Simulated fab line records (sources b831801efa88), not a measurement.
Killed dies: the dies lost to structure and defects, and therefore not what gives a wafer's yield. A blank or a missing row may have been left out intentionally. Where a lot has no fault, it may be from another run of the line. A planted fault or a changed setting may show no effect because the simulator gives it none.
A struck lot beside a sound one || flow sky130 || 16 steps out of a route of 708
Sound: wafers L660.1, L660.2, L660.3. The struck wafers were L650.2, L650.3, L650.5. The cause is given at the end.
Order at every step that has rows: each side's tool, ch and its chambers, its first start. Under that, the readings that differ: sound wafers || struck wafers || difference of the means || sigmas: that difference in standard deviations of wafers without a fault.
alike: a reading whose means differ by less than 2 such deviations, as well as words and numbers matching on both sides. not compared: withheld readings; readings where some wafer has no value; bounds like >300 that might hide an equal value; numbers whose values overlap and for which the record gives no deviation.
Wherever a step has rows on one side only, a row that says differs or no value, or a row with sigmas, the two part there. When numbers do not overlap yet have no deviation, they are printed without sigmas and do not part them. Lack of a reading on every wafer of one side parts them only where that side has two or more wafers.

first, 2 steps without rows for these wafers: SKY_VT_ADJUST_PCH_PEB_05; SKY_VT_ADJUST_PCH_DEVELOP_06 (develop time 60 s).
SKY_VT_ADJUST_PCH_OVL_MEAS_07:
  sound: overlay-02 at day 16 22:13; struck: overlay-01 at day 13 17:56
  alike: VT_ADJUST_PCH_OVL
next, for these wafers, 1 step has no rows: SKY_VT_ADJUST_PCH_IMPLANT_08.
SKY_VT_ADJUST_PCH_STRIP_09: strips in O2/N2.
  sound on plasma_asher-02 ch 0,1, day 16 22:24; struck on plasma_asher-01 ch 0,1, day 13 18:07
  alike: drypump_motor_current_A, oes_product_au, strip_time_to_endpoint_s
  not compared: rf_hours_counter_h
SKY_VT_ADJUST_PCH_TW_MEAS_10:
  sound: film_metro-03 at day 16 22:30; struck: film_metro-03 at day 13 18:14
  alike: VT_ADJUST_PCH_TW
then, 6 steps without rows for these wafers: SKY_SONOS_TUNNEL_DEHYDRATE_00 (time 60 s); SKY_SONOS_TUNNEL_HMDS_01 (prime time 60 s); SKY_SONOS_TUNNEL_COAT_02 (resist thk 1140 nm); SKY_SONOS_TUNNEL_SOFTBAKE_03 (time 60 s); SKY_SONOS_TUNNEL_EXPOSE_04 (exposes mask TUNM, target cd 410 nm); SKY_SONOS_TUNNEL_PEB_05.
SKY_SONOS_TUNNEL_DEVELOP_06: develop time 60 s.
  sound on litho_track-01 ch 0, day 18 02:10; struck on litho_track-01 ch 0, day 14 19:23
{"reading": "developer_temp_C (C)", "sound": "22.97 23.00 23.06", "struck": "20.60 20.75 20.67", "difference": -2.34, "sigmas": -19}
SKY_SONOS_TUNNEL_CD_MEAS_07 targets a cd of 410 nm.
  sound: cd_sem-01 at day 18 02:19; struck: cd_sem-02 at day 14 19:32
  alike: cd_nm
SKY_SONOS_TUNNEL_OVL_MEAS_08:
  sound: overlay-02 at day 18 02:26; struck: overlay-02 at day 14 19:38
  alike: SONOS_TUNNEL_OVL
-- record jumps: 34 days separate the struck wafers' starts on either side; left off in module SONOS_TUNNEL, taken up again in module PAD_OPEN, whose first shown step is the route's number 708 --
SKY_PAD_OPEN_PROBE_99:
  sound: prober-01 at day 50 15:56; struck: prober-02 at day 48 10:49
  alike: killed_at_M0_to_M3, killed_at_M4_up, killed_at_contacts, killed_at_front_end, killed_at_other, killed_dies, killed_open, killed_short

WHERE THEY PART
At SKY_SONOS_TUNNEL_DEVELOP_06 and nowhere else, as far as this record goes. Later steps at which nothing parts them and some readings are alike: SKY_SONOS_TUNNEL_CD_MEAS_07, SKY_SONOS_TUNNEL_OVL_MEAS_08, SKY_PAD_OPEN_PROBE_99.

WHY: the cause the simulator had injected
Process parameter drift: litho_track-01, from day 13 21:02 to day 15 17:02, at SKY_SONOS_TUNNEL_DEVELOP_06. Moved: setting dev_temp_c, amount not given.
